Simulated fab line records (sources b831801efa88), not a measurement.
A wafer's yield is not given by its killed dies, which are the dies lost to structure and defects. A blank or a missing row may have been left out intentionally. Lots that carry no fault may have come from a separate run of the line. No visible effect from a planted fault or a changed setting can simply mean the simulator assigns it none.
Which tool was responsible?	flow sky130	11 lots, 33 wafers sampled, at 4 steps of a route of 708

== WHAT EACH GAUGE READ, for each wafer ==
SKY_VT_ADJUST_HVTP_TW_MEAS_11.
lot	measured	on	VT_ADJUST_HVTP_TW
L315	day 6 09:07	filmMetro-02	1367 1365 1366
L319	day 7 11:28	filmMetro-02	1368 1368 1369
L320	day 7 16:42	filmMetro-03	1367 1356 1352
L322	day 8 01:55	filmMetro-03	1382 1366 1380
L323	day 8 06:10	filmMetro-03	1378 1370 1386
L324	day 8 10:07	filmMetro-04	1353 1357 1345
L327	day 9 11:45	filmMetro-03	1363 1370 1368
L329	day 9 14:23	filmMetro-03	1363 1360 1357
L331	day 10 10:52	filmMetro-04	1357 1365 1364
L336	day 12 05:56	filmMetro-02	1379 1377 1384
L337	day 12 09:18	filmMetro-03	1357 1357 1360

SKY_GATE_OXIDE_THK_MEAS_02.
lot	measured	on	GATE_OXIDE_OXIDATION_00_THK (nm)
L315	day 12 21:58	filmMetro-04	10.47 10.55 10.62
L319	day 14 11:34	filmMetro-02	9.86 10.07 10.02
L320	day 14 14:27	filmMetro-02	10.49 10.37 10.41
L322	day 14 21:29	filmMetro-02	10.59 10.47 10.69
L323	day 15 18:05	filmMetro-01	9.83 9.94 9.80
L324	day 16 01:08	filmMetro-01	10.60 10.60 10.63
L327	day 17 02:36	filmMetro-02	10.34 10.27 10.00
L329	day 17 10:19	filmMetro-04	9.55 9.45 9.76 9.61 9.41 9.76
L331	day 18 10:26	filmMetro-04	9.65 9.39 9.45 9.65 9.47 9.46
L336	day 20 15:58	filmMetro-04	10.17 10.19 10.17
L337	day 20 21:49	filmMetro-01	10.32 10.26 10.29

== TOOL THAT RAN EACH LOT (tool first, then ch and the chambers of the sampled wafers, then the start) ==
lot	SKY_SONOS_ONO_STRIP_17	SKY_GATE_OXIDE_OXIDATION_01
L315	plasmaAsher-02 ch 0,1, day 12 19:32	furnace-01 ch 0, day 12 20:31
L319	plasmaAsher-02 ch 0,1, day 14 08:56	furnace-02 ch 0, day 14 10:08
L320	plasmaAsher-04 ch 0,1, day 14 11:24	furnace-01 ch 0, day 14 13:02
L322	plasmaAsher-03 ch 0,1, day 14 19:16	furnace-01 ch 0, day 14 20:03
L323	plasmaAsher-02 ch 0,1, day 15 16:29	furnace-02 ch 0, day 15 16:40
L324	plasmaAsher-04 ch 0,1, day 15 21:11	furnace-02 ch 0, day 15 23:38
L327	plasmaAsher-03 ch 0,1, day 17 00:51	furnace-02 ch 0, day 17 01:10
L329	plasmaAsher-02 ch 0,1, day 17 08:41	furnace-01 ch 0, day 17 08:54
L331	plasmaAsher-04 ch 0,1, day 18 08:50	furnace-01 ch 0, day 18 09:01
L336	plasmaAsher-03 ch 0,1, day 20 14:17	furnace-02 ch 0, day 20 14:34
L337	plasmaAsher-04 ch 0,1, day 20 20:11	furnace-02 ch 0, day 20 20:24
- SKY_SONOS_ONO_STRIP_17: strips in O2/N2.
- SKY_GATE_OXIDE_OXIDATION_01: stabilise 600 s, purge 300 s, target thk 10.268 nm.

== AS READ BY THE TOOLS THEMSELVES (means over the sampled wafers that have a number; for cases with no such wafer, the mark the record gives instead) ==
SKY_SONOS_ONO_STRIP_17.
lot	tool	drypumpMotorCurrentA (A)	o2FlowSccm (sccm)	oesProductAu (a.u.)	stripTimeToEndpointS (s)
L315	plasmaAsher-02	6.1	2996	0.710	14.13
L319	plasmaAsher-02	6.0	2992	0.713	14.14
L320	plasmaAsher-04	5.8	3003	0.715	14.12
L322	plasmaAsher-03	5.6	3005	0.706	14.17
L323	plasmaAsher-02	6.0	3004	0.712	14.11
L324	plasmaAsher-04	5.9	2999	0.709	14.13
L327	plasmaAsher-03	5.9	3010	0.707	14.15
L329	plasmaAsher-02	6.0	3005	0.709	14.10
L331	plasmaAsher-04	5.9	2999	0.712	14.07
L336	plasmaAsher-03	5.9	3004	0.705	14.15
L337	plasmaAsher-04	5.9	3009	0.709	14.09

SKY_GATE_OXIDE_OXIDATION_01.
lot	tool	zonePowerCentrePct (%)
L315	furnace-01	19.5
L319	furnace-02	18.4
L320	furnace-01	19.4
L322	furnace-01	19.3
L323	furnace-02	18.4
L324	furnace-02	18.4
L327	furnace-02	18.4
L329	furnace-01	19.5
L331	furnace-01	19.3
L336	furnace-02	18.4
L337	furnace-02	18.3

== THE ANSWER, worked out from the rows above alone ==
Rule: the usual values come from the lots themselves. The widest of any qualifying gaps counts: lots, ordered by their means at a reading, are off when they make up no more than a third of the lots, leave a main group of 4 or more, and stand apart from it by 3 or more times the standard deviation of that group's means. A main group is skipped when, at the precision printed for the reading in the tables above, its means are all equal. A lot without any number at a reading at which 4 lots or more have one is off too. Where the step has rows for the other lots, those lots are counted as sound. The gauges are gone through in route order, then the tools' own readings, and for those a lot's mean is taken as printed above. At the first step where some lot is off, the reading lying furthest off is the one used; lots without a number count as furthest.
None of the lots is off at any reading shown; this tells nothing.

== WHAT THE SIMULATOR HAD PUT IN ==
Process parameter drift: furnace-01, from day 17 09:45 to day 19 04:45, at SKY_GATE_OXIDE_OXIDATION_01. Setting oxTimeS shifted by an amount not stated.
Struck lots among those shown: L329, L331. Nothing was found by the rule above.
